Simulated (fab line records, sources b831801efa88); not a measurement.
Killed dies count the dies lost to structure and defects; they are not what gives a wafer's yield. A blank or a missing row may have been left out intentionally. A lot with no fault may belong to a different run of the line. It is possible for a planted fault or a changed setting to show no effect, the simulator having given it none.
Which tool was responsible? | flow gf180mcu | 6 lots (18 wafers sampled), 1 step of a 602-step route

## WHAT THE GAUGES READ, wafer by wafer
GF_HV_LDD_OVL_MEAS_20.
lot  | measured     | on         | HV_LDD_01_OVL (nm)
L736 | day 11 11:20 | overlay-01 | -0.3 -0.6 -1.8
L739 | day 12 06:49 | overlay-01 | -0.8 -1.6 -0.5
L743 | day 13 18:12 | overlay-02 | -3.1 -0.2 -1.3
L751 | day 16 16:24 | overlay-01 | -1.8 1.5 -1.4
L755 | day 17 19:02 | overlay-02 | -0.9 -1.9 -0.9
L757 | day 18 05:23 | overlay-01 | -0.7 -0.3 -1.4

## WHAT TOOL EACH LOT RAN ON (gives the tool, then ch and the chambers of the sampled wafers, and finally the start)
Record: no process step prior to these readings.

## THE ANSWER, worked out from the rows above alone
Rule: the usual values come from the lots themselves. Put in order of their means at a reading, lots are off if they are a third of the lots or fewer, leave a main group of 4 or more, and stand apart from it by a gap of 3 or more times the standard deviation of the main group's means; of several such gaps the widest counts. Not used: any main group whose means are identical at the precision the tables above print for the reading. A lot without any number at a reading at which 4 lots or more have one is off too. All remaining lots with rows at the step are treated as sound.
Nothing can be told from this: no lot is off at any reading shown.

## WHAT WAS PUT IN BY THE SIMULATOR
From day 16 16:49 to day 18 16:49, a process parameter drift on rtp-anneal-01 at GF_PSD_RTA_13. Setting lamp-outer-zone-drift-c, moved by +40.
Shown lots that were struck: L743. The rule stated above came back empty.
